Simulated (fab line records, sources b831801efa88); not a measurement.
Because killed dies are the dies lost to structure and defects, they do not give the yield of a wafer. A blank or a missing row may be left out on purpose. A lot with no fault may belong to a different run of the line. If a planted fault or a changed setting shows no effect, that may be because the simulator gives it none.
A lot that was struck, set against a sound lot	flow sky130	25 out of 708 route steps
Sound: the wafers L716.4, L716.5, L716.6. Struck: wafers L724.2, L724.3, L724.4. At the end, the cause is stated.
At each step with rows: each side's tool, then ch and its chambers, then its first start. Under that, the readings that differ: sound wafers	struck wafers	difference of the means	sigmas: that difference in standard deviations of wafers without a fault.
alike: a reading whose means differ by less than 2 such deviations, as well as words and numbers matching on both sides. not compared: withheld readings; readings where some wafer has no value; bounds like >300 that might hide an equal value; numbers whose values overlap and for which the record gives no deviation.
The two part at a step that has a row with sigmas, a row that says differs or no value, or rows on one side only. When numbers do not overlap yet have no deviation, they are printed without sigmas and do not part them. A reading that every wafer of one side lacks parts them only if that side has two wafers or more.

first, 3 steps without rows for these wafers: SKY_CAPM_EXPOSE_09 (exposes mask CAPM, target cd 1000 nm); SKY_CAPM_PEB_10; SKY_CAPM_DEVELOP_11 (develop time 60 s).
SKY_CAPM_OVL_MEAS_12:
  sound: overlay-01 at day 38 17:44; struck: overlay-01 at day 41 06:08
  alike: CAPM_OVL
SKY_CAPM_METAL_ETCH_13: etches TiN in Cl2/BCl3, stops on SiO2, target depth 220 nm, time 62.9 s.
  sound on rie metal-02 ch 0,1, day 38 17:46; struck on rie metal-02 ch 0,1, day 41 06:10
  alike: bcl3 flow sccm, drypump motor current A, he backside leak sccm, oes product au, throttle valve pct
  not compared: rf hours counter h
SKY_CAPM_STRIP_14: strips in O2/N2.
  sound on plasma asher-04 ch 0,1, day 38 17:52; struck on plasma asher-01 ch 0,1, day 41 06:14
reading	sound	struck	difference	sigmas
strip time to endpoint s (s)	12.58 12.57 12.60	12.76 12.68 12.73	+0.14	+3
  alike: drypump motor current A, oes product au
  not compared: rf hours counter h
then, 6 steps without rows for these wafers: SKY_CAPM_STRIP_15 (strips in post etch residue remover, time 1200 s); SKY_CAPM_CLEAN_16 (cleans in IPA, time 180 s); SKY_CAPM_CLEAN_17 (cleans in O3/DIW); SKY_METAL3_DEHYDRATE_05 (time 60 s); SKY_METAL3_HMDS_06 (prime time 60 s); SKY_METAL3_COAT_07 (resist thk 60 nm).
SKY_METAL3_COAT_08: resist thk 1140 nm.
  sound on litho track-03 ch 0, day 39 06:00; struck on litho track-03 ch 0, day 41 19:00
reading	sound	struck	difference	sigmas
model.KrF-thick_of_METAL3_COAT_08.thk nm (nm)	1143 1144 1143	1158 1156 1158	+14	
then, 4 steps without rows for these wafers: SKY_METAL3_SOFTBAKE_09 (time 90 s); SKY_METAL3_EXPOSE_10 (exposes mask MM3, target cd 300 nm); SKY_METAL3_PEB_11; SKY_METAL3_DEVELOP_12 (develop time 60 s).
SKY_METAL3_CD_MEAS_13: the cd target is 300 nm.
  sound: cd sem-02 at day 39 19:31; struck: cd sem-02 at day 42 07:24
  alike: cd nm
SKY_METAL3_OVL_MEAS_14:
  sound: overlay-02 at day 39 19:36; struck: overlay-01 at day 42 07:31
reading	sound	struck	difference	sigmas
METAL3_OVL (nm)	-10 -4 -13	16 -4 8	+16	+3
SKY_METAL3_DESCUM_15: chemistry O2, time 8 s.
  sound on rie metal-02 ch 0,1, day 39 19:38; struck on rie metal-02 ch 0,1, day 42 07:32
  alike: drypump motor current A, he backside leak sccm, oes product au
  not compared: rf hours counter h
SKY_METAL3_ETCH_16: etches BARC in N2/H2, stops on SiO2, time 88.2 s, target depth 60 nm.
  sound on rie metal-02 ch 0,1, day 39 19:41; struck on rie metal-02 ch 0,1, day 42 07:34
  alike: drypump motor current A, he backside leak sccm, oes product au, throttle valve pct
  not compared: rf hours counter h
SKY_METAL3_ETCH_17: etches SiO2 in C4F8/O2/Ar, stops on TiN, time 3.9 s, target depth 15 nm.
  sound on rie diel-01 ch 1,2,3, day 39 19:45; struck on rie diel-04 ch 1,2,3, day 42 07:40
  alike: oes product au
  not compared: rf hours counter h
SKY_METAL3_METAL_ETCH_18: etches the open film in Cl2/BCl3, stops on SiO2, target depth 845 nm, time 183.1 s.
  sound on rie metal-04 ch 0,1, day 39 19:50; struck on rie metal-03 ch 0,1, day 42 07:41
reading	sound	struck	difference	sigmas
model.KrF-thick_of_METAL3_COAT_08.thk nm (nm)	527.2 525.4 508.3	552.4 549.3 551.2	+30.7	
  alike: bcl3 flow sccm, drypump motor current A, he backside leak sccm, oes product au, throttle valve pct
  not compared: rf hours counter h
SKY_METAL3_STRIP_19: strips in O2/N2.
  sound on plasma asher-02 ch 0,1, day 39 19:59; struck on plasma asher-01 ch 0,1, day 42 07:52
reading	sound	struck	difference	sigmas
oes product au (a.u.)	0.502 0.500 0.492	0.514 0.511 0.507	+0.013	+2
strip time to endpoint s (s)	6.54 6.52 6.34	6.79 6.75 6.78	+0.31	+4
  alike: drypump motor current A
  not compared: rf hours counter h
then, 1 step without rows for these wafers: SKY_METAL3_STRIP_20 (strips in post etch residue remover, time 1200 s).

== WHERE THEY PART ==
At SKY_CAPM_STRIP_14 first; at SKY_METAL3_STRIP_19 last (within this record only).

WHY: whatever the simulator had introduced
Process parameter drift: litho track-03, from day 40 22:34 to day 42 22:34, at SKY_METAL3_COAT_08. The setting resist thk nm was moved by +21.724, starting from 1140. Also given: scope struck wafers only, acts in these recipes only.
